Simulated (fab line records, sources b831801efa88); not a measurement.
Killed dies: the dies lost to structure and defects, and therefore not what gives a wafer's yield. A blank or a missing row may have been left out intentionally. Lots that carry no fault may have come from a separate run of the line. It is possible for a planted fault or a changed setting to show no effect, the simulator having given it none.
Matching of chambers -- flow sky130 -- 4 sister chambers for SKY_METAL4_ETCH_17 on rieDiel-03
The step etches SiO2 in C4F8/O2/Ar, stops on TiN, time 3.9 s, target depth 15 nm. 8 wafers are shown with their chamber, then 12 later ones without.

== WAFERS, EACH WITH ITS CHAMBER ==
wafer,chamber,oesProductAu (a.u.)
L086.2,1,0.745
L086.6,1,0.771
L090.1,0,0.747
L091.5,3,0.763
L091.6,2,0.764
L092.1,2,0.758
L092.2,3,0.766
L092.3,0,0.762

== WAFERS WHOSE CHAMBER IS MISSING ==
wafer,oesProductAu (a.u.)
L092.4,0.774
L092.5,0.774
L092.6,0.758
L093.3,0.752
L093.4,0.756
L093.5,0.767
L095.2,0.745
L095.3,0.751
L095.6,0.759
L097.4,0.754
L097.5,0.762
L097.6,0.766

== WHICH CHAMBER EACH ONE RAN IN ==
wafer,from the rows above,in truth
L092.4,can't be placed: 3 or 2 or 1 or 0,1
L092.5,can't be placed: 3 or 2 or 1 or 0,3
L092.6,can't be placed: 1 or 2 or 0 or 3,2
L093.3,can't be placed: 0 or 1 or 2 or 3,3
L093.4,can't be placed: 0 or 1 or 2 or 3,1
L093.5,can't be placed: 3 or 2 or 1 or 0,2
L095.2,can't be placed: 0 or 1 or 2 or 3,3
L095.3,can't be placed: 0 or 1 or 2 or 3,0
L095.6,can't be placed: 1 or 2 or 0 or 3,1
L097.4,can't be placed: 0 or 1 or 2 or 3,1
L097.5,can't be placed: 2 or 3 or 1 or 0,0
L097.6,can't be placed: 3 or 2 or 1 or 0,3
Correct placement for 0 of the 12. From these rows, 12 cannot be placed; in 12 the true chamber is one of the candidates. Number placed wrongly: 0.
How it was worked out, from the rows above alone: a wafer's distance from a chamber is the root of the sum, over the readings, of the square of ((its reading less the chamber's mean) divided by the reading's scatter). If the next closest chamber is less than 2 further off than the closest, the wafer can't be placed; otherwise it belongs to the closest. Each chamber's mean is taken over the wafers shown for it. The scatter: the root of (the sum of the squares of (reading less its chamber's mean) over the shown wafers, divided by (wafers less chambers)).
